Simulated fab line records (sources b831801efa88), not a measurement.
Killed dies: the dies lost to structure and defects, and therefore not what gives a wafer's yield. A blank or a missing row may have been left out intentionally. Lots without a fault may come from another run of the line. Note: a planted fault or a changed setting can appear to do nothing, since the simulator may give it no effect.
fab line records -- flow sfq_line
record: lots: 13, wafers: 39, last_day: 94
route steps=325 shown I1@74 M3@119 M4@158 R5@225
lots untouched by any fault: they come from a run of this same line in which no faults occurred
start_h: start of the lot's first displayed wafer, in hours after the record's first day -- wait_h: hours from the lot's prior step to this one -- " as in the row above -- L1.1+2: a single row standing in for several wafers -- - either no value or no given start -- * or withheld: withheld -- < > ~ a bound
route shown NAME@n: names a module that has steps shown in the file, with the first one's number in the route -- usual: mean/standard deviation of fault-free wafers -- same: alike in all rows -- chamber/n: place in a boat -- sites: per-site readings -- _std_site: the values' standard deviation -- _edge_site: outer sites' mean less inner sites' -- radius_mm: for every site, how far away it sits from the centre of the wafer -- mask NAME#n: copy n -- behind: tool/chamber where the wafer was last shaped -- hold: what put the lot on hold/how long, in hours/how the hold closed -- device: transistor that didn't switch, given as n, p or np -- end of line: the route-end tests of the same wafers -- where a step has no rows: the recipe by itself -- killed: dies that structure and defects cost at the first sort, which is not the same as the wafer's yield -- map: a wafer's dies, marking killed ones x, the rest . and places with no die _
set.NAME: setting as actually run; set.NAME@STEP: the setting as run at that earlier step -- model.NAME: the simulator's own value behind a step, which no gauge read
steps of the route over a sample of lots; a table a step, a row a wafer
services: a tool's chamber out of use, with start hour (start_h, from the record's first day; less than 0 if before it), hours out, and reason
== steps ==
step: SFQ_TRILAYER_I1_CMP_CMP_046
recipe: material: SiO2, down_force_psi: 3, platen_rpm: 60, pad_velocity_m_s: 0.94248
usual: edge_zone_pressure_frac: 1.000/0.0052, motor_current_A: 10.2/0.8, time_to_endpoint_s: 216/7.9
lot.wafer,tool,chamber,start_h,wait_h,edge_zone_pressure_frac,motor_current_A,time_to_endpoint_s
L552.1,cmp-01,3,554.97,1.0,1.003,10.7,219
L552.4,cmp-01,0,554.97,1.0,0.997,11.1,224
L552.5,cmp-01,2,556.47,2.5,1.014,9.8,225
L553.1,cmp-01,1,562.29,0.0,0.999,10.6,210
L553.4,cmp-01,2,562.29,0.0,0.993,9.6,213
L553.6,cmp-01,2,564.79,2.5,0.999,9.6,217
L554.1,cmp-02,1,585.49,3.3,1.003,10.8,216
L554.4,cmp-02,2,585.49,3.3,0.999,11.3,208
L554.6,cmp-02,3,585.49,3.3,0.999,10.6,218
L555.3,cmp-01,0,591.60,1.0,0.997,10.3,213
L555.1,cmp-01,1,591.60,1.0,1.003,10.2,211
L555.5,cmp-01,3,593.10,2.5,0.996,10.3,221
L556.1,cmp-01,0,599.02,0.1,0.995,10.8,207
L556.3,cmp-01,2,600.02,1.0,0.997,9.8,212
L556.6,cmp-01,0,601.02,2.0,1.005,11.0,210
L558.3,cmp-02,2,632.32,0.0,1.002,11.4,202
L558.1,cmp-02,3,632.32,0.0,1.002,10.2,218
L558.5,cmp-02,3,634.82,2.5,0.995,10.6,222
L559.4,cmp-02,0,642.78,0.6,1.011,8.2,233
L559.3,cmp-02,1,642.78,0.6,1.002,10.2,228
L559.6,cmp-02,0,644.78,2.6,1.003,7.9,231
L560.2,cmp-01,3,656.58,1.1,0.998,10.6,226
L560.6,cmp-01,1,657.58,2.1,0.993,10.9,219
L560.5,cmp-01,2,657.58,2.1,1.004,9.4,212
L561.2,cmp-01,0,674.72,0.0,0.997,10.6,202
L561.3,cmp-01,2,675.72,1.0,1.000,9.8,210
L561.6,cmp-01,1,677.22,2.5,1.002,10.6,212
L562.1,cmp-01,1,689.72,2.3,1.002,10.1,214
L562.3,cmp-01,3,690.72,3.3,0.991,10.3,224
L562.2,cmp-01,0,690.72,3.3,1.000,11.3,217
L563.3,cmp-02,1,699.91,1.2,1.002,10.5,225
L563.2,cmp-02,2,699.91,1.2,1.000,10.6,200
L563.1,cmp-02,0,701.41,2.7,1.006,8.1,223
L566.3,cmp-02,0,724.40,1.2,1.006,8.4,224
L566.6,cmp-02,3,725.90,2.6,1.005,10.2,215
L566.5,cmp-02,0,725.90,2.6,1.006,8.3,219
L573.4,cmp-01,1,785.52,0.6,1.005,10.3,210
L573.2,cmp-01,2,785.52,0.6,0.999,10.1,201
L573.3,cmp-01,0,787.02,2.1,1.006,10.4,204
step: SFQ_TRILAYER_M3_DEP_SPUTTER_073
recipe: material: Nb, base_pressure_pa: 1.33e-06, chamber_pressure_pa: 0.1333, substrate_temp_c: 20, resputter_cathode_voltage_v: 400, target_thk_nm: 200, power_w: 2000, time_s: 133.3
usual: cathode_dc_power_W: 2000.0/0.33, throttle_valve_pct: 30.7/1.1
lot.wafer,tool,chamber,start_h,wait_h,cathode_dc_power_W,throttle_valve_pct
L552.1,pvd_sputter-06,-,879.78,0.0,1999.9,29.7
L552.4,pvd_sputter-06,-,879.78,0.0,2000.2,32.7
L552.5,pvd_sputter-06,-,879.78,0.0,2000.4,30.4
L553.1,pvd_sputter-05,-,891.18,0.0,1999.4,30.9
L553.4,pvd_sputter-05,-,891.18,0.0,1999.3,27.7
L553.6,pvd_sputter-05,-,891.18,0.0,2000.5,27.9
L554.1,pvd_sputter-06,-,912.90,0.0,2000.4,30.3
L554.4,pvd_sputter-06,-,912.90,0.0,1999.9,32.7
L554.6,pvd_sputter-06,-,912.90,0.0,1999.9,30.3
L555.1,pvd_sputter-06,-,916.50,0.0,2000.0,30.3
L555.3,pvd_sputter-06,-,916.50,0.0,2000.7,30.8
L555.5,pvd_sputter-06,-,916.50,0.0,1999.6,30.4
L556.1,pvd_sputter-05,-,925.12,0.0,1999.7,31.4
L556.3,pvd_sputter-05,-,925.12,0.0,1999.6,28.0
L556.6,pvd_sputter-05,-,925.12,0.0,2000.1,27.9
L558.1,pvd_sputter-06,-,950.14,0.0,2000.1,30.8
L558.3,pvd_sputter-06,-,950.14,0.0,1999.7,30.3
L558.5,pvd_sputter-06,-,950.14,0.0,1999.9,30.7
L559.3,pvd_sputter-03,-,997.20,0.0,2000.2,29.9
L559.4,pvd_sputter-03,-,997.20,0.0,1999.9,29.9
L559.6,pvd_sputter-03,-,997.20,0.0,1999.8,31.2
L560.2,pvd_sputter-06,-,999.60,0.0,2000.6,30.4
L560.5,pvd_sputter-06,-,999.60,0.0,1999.8,32.8
L560.6,pvd_sputter-06,-,999.60,0.0,1999.6,30.7
L561.2,pvd_sputter-05,-,1001.81,0.0,2000.2,27.9
L561.3,pvd_sputter-05,-,1001.81,0.0,1999.5,31.4
L561.6,pvd_sputter-05,-,1001.81,0.0,2000.0,31.1
L562.1,pvd_sputter-03,-,1006.80,0.0,2000.1,30.0
L562.2,pvd_sputter-03,-,1006.80,0.0,2000.2,31.2
L562.3,pvd_sputter-03,-,1006.80,0.0,1999.9,30.8
L563.1,pvd_sputter-06,-,1009.20,0.0,2000.7,32.8
L563.2,pvd_sputter-06,-,1009.20,0.0,2000.0,30.3
L563.3,pvd_sputter-06,-,1009.20,0.0,1999.6,30.8
L566.3,pvd_sputter-05,-,1041.09,0.0,2000.2,30.9
L566.5,pvd_sputter-05,-,1041.09,0.0,1839.5,31.5
L566.6,pvd_sputter-05,-,1041.09,0.0,2000.2,30.6
L573.2,pvd_sputter-03,-,1098.34,0.0,1999.7,31.1
L573.3,pvd_sputter-03,-,1098.34,0.0,2000.1,30.1
L573.4,pvd_sputter-03,-,1098.34,0.0,1999.6,30.1
step: SFQ_M3_RS_MEAS_919
recipe: thk_meas_gauge: four-point-probe, reads: Nb_of_TRILAYER_M3_DEP_SPUTTER_073
usual: M3_NB_RS: 0.890/0.011
lot.wafer,tool,chamber,start_h,wait_h,M3_NB_RS[ohm/sq]
L552.1,film_metro-03,-,879.87,0.0,0.895
L552.4,film_metro-03,-,879.87,0.0,0.891
L552.5,film_metro-03,-,879.87,0.0,0.893
L553.1,film_metro-02,-,891.27,0.0,0.891
L553.4,film_metro-02,-,891.27,0.0,0.901
L553.6,film_metro-02,-,891.27,0.0,0.895
L554.1,film_metro-03,-,912.99,0.0,0.912
L554.4,film_metro-03,-,912.99,0.0,0.899
L554.6,film_metro-03,-,912.99,0.0,0.904
L555.1,film_metro-04,-,916.59,0.0,0.901
L555.3,film_metro-04,-,916.59,0.0,0.900
L555.5,film_metro-04,-,916.59,0.0,0.897
L556.1,film_metro-04,-,925.21,0.0,0.898
L556.3,film_metro-04,-,925.21,0.0,0.883
L556.6,film_metro-04,-,925.21,0.0,0.887
L558.1,film_metro-02,-,950.23,0.0,0.882
L558.3,film_metro-02,-,950.23,0.0,0.887
L558.5,film_metro-02,-,950.23,0.0,0.886
L559.3,film_metro-02,-,997.33,0.1,0.871
L559.4,film_metro-02,-,997.33,0.1,0.868
L559.6,film_metro-02,-,997.33,0.1,0.871
L560.2,film_metro-02,-,999.71,0.1,0.897
L560.5,film_metro-02,-,999.71,0.1,0.894
L560.6,film_metro-02,-,999.71,0.1,0.904
L561.2,film_metro-04,-,1002.85,1.0,0.886
L561.3,film_metro-04,-,1002.85,1.0,0.904
L561.6,film_metro-04,-,1002.85,1.0,0.886
L562.1,film_metro-04,-,1006.89,0.0,0.887
L562.2,film_metro-04,-,1006.89,0.0,0.893
L562.3,film_metro-04,-,1006.89,0.0,0.905
L563.1,film_metro-04,-,1009.29,0.0,0.878
L563.2,film_metro-04,-,1009.29,0.0,0.887
L563.3,film_metro-04,-,1009.29,0.0,0.885
L566.3,film_metro-04,-,1041.22,0.1,0.872
L566.5,film_metro-04,-,1041.22,0.1,0.971
L566.6,film_metro-04,-,1041.22,0.1,0.872
L573.2,film_metro-02,-,1098.45,0.1,0.888
L573.3,film_metro-02,-,1098.45,0.1,0.875
L573.4,film_metro-02,-,1098.45,0.1,0.886
step: SFQ_TRILAYER_M3_ETCH_METAL_ETCH_078
recipe: target: Nb, stop_on: SiO2, mask_material: PR, chemistry: Cl2/Ar, target_depth_nm: 240, icp_w: 600, bias_w: 80, pressure_mtorr: 10, time_s: 120
usual: drypump_motor_current_A: 5.7/0.36, oes_product_au: 0.894/0.0074
lot.wafer,tool,chamber,start_h,wait_h,drypump_motor_current_A,oes_product_au,rf_hours_counter_h
L552.1,rie_metal-03,0,1009.50,0.0,5.5,0.886,115
L552.4,rie_metal-03,1,1009.50,0.0,5.8,0.890,-
L552.5,rie_metal-03,0,1009.50,0.0,5.5,0.884,-
L553.1,rie_metal-03,0,1020.30,0.0,5.5,0.898,117
L553.4,rie_metal-03,1,1020.30,0.0,5.8,0.891,-
L553.6,rie_metal-03,1,1020.30,0.0,5.8,0.887,-
L554.1,rie_metal-02,1,1036.47,0.0,6.4,0.878,91
L554.4,rie_metal-02,0,1036.47,0.0,5.3,0.878,-
L554.6,rie_metal-02,0,1036.47,0.0,5.3,0.879,-
L555.1,rie_metal-03,1,1043.80,0.0,5.8,0.891,94
L555.3,rie_metal-03,1,1043.80,0.0,5.8,0.893,-
L555.5,rie_metal-03,0,1043.80,0.0,5.5,0.892,-
L556.1,rie_metal-02,1,1049.80,0.0,6.4,0.895,94
L556.3,rie_metal-02,0,1049.80,0.0,5.3,0.895,-
L556.6,rie_metal-02,1,1049.80,0.0,6.4,0.896,-
L558.1,rie_metal-01,0,1075.00,0.0,5.4,0.899,9
L558.3,rie_metal-01,1,1075.00,0.0,5.4,0.897,-
L558.5,rie_metal-01,0,1075.00,0.0,5.4,0.900,-
L559.3,rie_metal-02,1,1122.67,0.1,6.4,0.900,-
L559.4,rie_metal-02,0,1122.67,0.1,5.3,0.910,-
L559.6,rie_metal-02,1,1122.67,0.1,6.5,0.905,-
L560.2,rie_metal-01,1,1123.83,0.0,5.4,0.890,82
L560.5,rie_metal-01,1,1123.83,0.0,5.4,0.900,-
L560.6,rie_metal-01,0,1123.83,0.0,5.4,0.887,-
L561.2,rie_metal-03,0,1128.63,0.0,5.5,0.899,7
L561.3,rie_metal-03,1,1128.63,0.0,5.8,0.882,-
L561.6,rie_metal-03,1,1128.63,0.0,5.8,0.902,-
L562.1,rie_metal-02,1,1132.23,0.0,6.4,0.898,110
L562.2,rie_metal-02,0,1132.23,0.0,5.3,0.886,7
L562.3,rie_metal-02,0,1132.23,0.0,5.3,0.889,-
L563.1,rie_metal-03,1,1134.63,0.0,5.8,0.902,112
L563.2,rie_metal-03,0,1134.63,0.0,5.5,0.888,8
L563.3,rie_metal-03,1,1134.63,0.0,5.8,0.891,-
L566.3,rie_metal-03,1,1166.51,0.1,5.7,0.910,-
L566.5,rie_metal-03,1,1166.51,0.1,5.8,0.853,-
L566.6,rie_metal-03,0,1166.51,0.1,5.5,0.900,-
L573.2,rie_metal-03,1,1216.92,0.0,5.8,0.901,123
L573.3,rie_metal-03,0,1216.92,0.0,5.5,0.905,-
L573.4,rie_metal-03,1,1216.92,0.0,5.8,0.892,-
step: SFQ_M4_OVL_MEAS_926
usual: M4_OVL: 0/6
lot.wafer,tool,chamber,start_h,wait_h,M4_OVL[nm]
L552.1,overlay-01,-,1274.05,0.1,-7
L552.4,overlay-01,-,1274.05,0.1,-2
L552.5,overlay-01,-,1274.05,0.1,-3
L553.1,overlay-01,-,1286.05,0.1,-3
L553.4,overlay-01,-,1286.05,0.1,-4
L553.6,overlay-01,-,1286.05,0.1,-7
L554.1,overlay-01,-,1305.37,0.1,-1
L554.4,overlay-01,-,1305.37,0.1,2
L554.6,overlay-01,-,1305.37,0.1,1
L555.1,overlay-02,-,1310.17,0.1,-3
L555.3,overlay-02,-,1310.17,0.1,-2
L555.5,overlay-02,-,1310.17,0.1,1
L556.1,overlay-02,-,1322.30,0.1,-13
L556.3,overlay-02,-,1322.30,0.1,-4
L556.6,overlay-02,-,1322.30,0.1,0
L558.1,overlay-02,-,1351.10,0.1,-9
L558.3,overlay-02,-,1351.10,0.1,-12
L558.5,overlay-02,-,1351.10,0.1,-11
L559.3,overlay-01,-,1397.70,0.1,1
L559.4,overlay-01,-,1397.70,0.1,-7
L559.6,overlay-01,-,1397.70,0.1,1
L560.2,overlay-02,-,1400.10,0.1,-4
L560.5,overlay-02,-,1400.10,0.1,1
L560.6,overlay-02,-,1400.10,0.1,-6
L561.2,overlay-01,-,1404.90,0.1,12
L561.3,overlay-01,-,1404.90,0.1,9
L561.6,overlay-01,-,1404.90,0.1,7
L562.1,overlay-02,-,1408.49,0.1,-3
L562.2,overlay-02,-,1408.49,0.1,2
L562.3,overlay-02,-,1408.49,0.1,2
L563.1,overlay-01,-,1409.69,0.1,12
L563.2,overlay-01,-,1409.69,0.1,6
L563.3,overlay-01,-,1409.69,0.1,5
L566.3,overlay-01,-,1432.50,0.1,-7
L566.5,overlay-01,-,1432.50,0.1,3
L566.6,overlay-01,-,1432.50,0.1,-3
L573.2,overlay-01,-,1471.02,0.1,-3
L573.3,overlay-01,-,1471.02,0.1,-8
L573.4,overlay-01,-,1471.02,0.1,-1
step: SFQ_TRILAYER_R5_ETCH_METAL_ETCH_139
recipe: stop_on: SiO2, mask_material: PR, chemistry: Cl2, target_depth_nm: 60, icp_w: 600, bias_w: 80, pressure_mtorr: 10, time_s: 40
usual: drypump_motor_current_A: 5.6/0.47, oes_product_au: 0.992/0.0048
lot.wafer,tool,chamber,start_h,wait_h,drypump_motor_current_A,oes_product_au,rf_hours_counter_h
L552.1,rie_metal-02,0,1536.16,0.0,5.3,0.997,61
L552.4,rie_metal-02,1,1536.16,0.0,6.4,0.992,-
L552.5,rie_metal-02,0,1536.16,0.0,5.3,1.005,-
L553.1,rie_metal-03,0,1537.49,0.0,5.5,0.986,55
L553.4,rie_metal-03,0,1537.49,0.0,5.5,0.988,-
L553.6,rie_metal-03,1,1537.49,0.0,5.8,0.988,-
L554.1,rie_metal-02,0,1568.32,0.1,5.3,0.990,67
L554.4,rie_metal-02,0,1568.32,0.1,5.3,0.992,-
L554.6,rie_metal-02,0,1568.32,0.1,5.3,0.997,-
L555.1,rie_metal-04,0,1664.00,0.0,5.3,0.983,35
L555.3,rie_metal-04,1,1664.00,0.0,5.1,1.003,-
L555.5,rie_metal-04,1,1664.00,0.0,5.2,0.992,-
L556.1,rie_metal-03,1,1668.52,0.0,5.8,0.990,43
L556.3,rie_metal-03,0,1668.52,0.0,5.5,0.987,-
L556.6,rie_metal-03,1,1668.52,0.0,5.8,0.989,-
L558.1,rie_metal-03,0,1694.07,0.0,5.5,0.999,73
L558.3,rie_metal-03,1,1694.07,0.0,5.8,0.991,-
L558.5,rie_metal-03,0,1694.07,0.0,5.5,0.997,-
L559.3,rie_metal-02,0,1736.90,0.0,5.3,0.990,-
L559.4,rie_metal-02,1,1736.90,0.0,6.4,0.996,-
L559.6,rie_metal-02,0,1736.90,0.0,5.3,0.994,-
L560.2,rie_metal-03,1,1741.68,0.0,5.8,0.993,54
L560.5,rie_metal-03,1,1741.68,0.0,5.8,0.987,-
L560.6,rie_metal-03,0,1741.68,0.0,5.5,0.993,-
L561.2,rie_metal-02,0,1744.08,0.0,5.3,0.991,93
L561.3,rie_metal-02,1,1744.08,0.0,6.5,0.987,-
L561.6,rie_metal-02,0,1744.08,0.0,5.3,1.001,-
L562.1,rie_metal-04,1,1753.68,0.0,5.2,0.997,57
L562.2,rie_metal-04,0,1753.68,0.0,5.3,0.982,49
L562.3,rie_metal-04,0,1753.68,0.0,5.3,0.990,-
L563.1,rie_metal-02,0,1757.28,0.0,5.3,0.995,95
L563.2,rie_metal-02,1,1757.28,0.0,6.4,0.986,50
L563.3,rie_metal-02,1,1757.28,0.0,6.4,0.994,-
L566.3,rie_metal-02,1,1785.17,0.0,6.4,0.989,-
L566.5,rie_metal-02,0,1785.17,0.0,5.3,0.994,-
L566.6,rie_metal-02,1,1785.17,0.0,6.4,0.984,-
L573.2,rie_metal-02,1,1808.63,0.0,6.5,0.990,58
L573.3,rie_metal-02,0,1808.63,0.0,5.3,0.990,-
L573.4,rie_metal-02,1,1808.63,0.0,6.4,0.984,-
== services ==
tool,chamber,start_h,hours,kind
rie_metal-03,-,578.56,1.0,repair
rie_metal-03,0,599.35,48.2,repair
rie_metal-03,1,627.63,16.1,repair
rie_metal-02,-,633.73,0.5,repair
rie_metal-03,-,646.13,28.1,pm
rie_metal-03,-,674.23,2.8,pm
rie_metal-03,1,685.24,2.5,repair
rie_metal-02,-,746.79,0.6,repair
rie_metal-03,-,751.85,15.6,pm
rie_metal-02,0,775.72,5.6,repair
rie_metal-02,-,827.70,1.4,pm
rie_metal-03,0,876.51,1.5,repair
rie_metal-03,-,902.16,0.7,repair
rie_metal-02,-,996.27,15.2,repair
rie_metal-03,-,1091.96,1.4,pm
rie_metal-02,-,1123.35,2.8,pm
rie_metal-03,0,1171.96,9.0,repair
rie_metal-03,-,1315.79,14.6,pm
rie_metal-02,-,1361.96,1.5,repair
rie_metal-03,-,1370.85,2.1,repair
rie_metal-02,-,1453.42,0.2,repair
rie_metal-03,0,1479.20,11.8,repair
rie_metal-02,-,1504.21,0.7,repair
rie_metal-02,1,1546.70,27.2,repair
== key ==
first_sign: step: SFQ_TRILAYER_M3_DEP_SPUTTER_073, reading: cathode_dc_power_W, direction: down, sigmas: 99+, usual: 2000.0, struck: 1839.5
effect: step: SFQ_M3_RS_MEAS_919, reading: M3_NB_RS, direction: up, sigmas: 7.3, usual: 0.890, struck: 0.971
effect: step: SFQ_TRILAYER_M3_ETCH_METAL_ETCH_078, reading: oes_product_au, direction: down, sigmas: 5.5, usual: 0.894, struck: 0.853
met_at SFQ_TRILAYER_M3_DEP_SPUTTER_073
struck_lots L566
struck_wafers L566.5
not_acting_at SFQ_TRILAYER_I1_CMP_CMP_046,SFQ_M4_OVL_MEAS_926,SFQ_TRILAYER_R5_ETCH_METAL_ETCH_139
onset_between 1001.81 1041.09
fault: kind: process_parameter_drift, tool: pvd_sputter-05, chamber: -, onset_h: 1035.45, steps: SFQ_TRILAYER_M3_DEP_SPUTTER_073, channel: power_w, offset: -160.57, shape: step, end_h: 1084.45, acts_in: these_recipes_only, stated: 2000, scope: struck_wafers_only
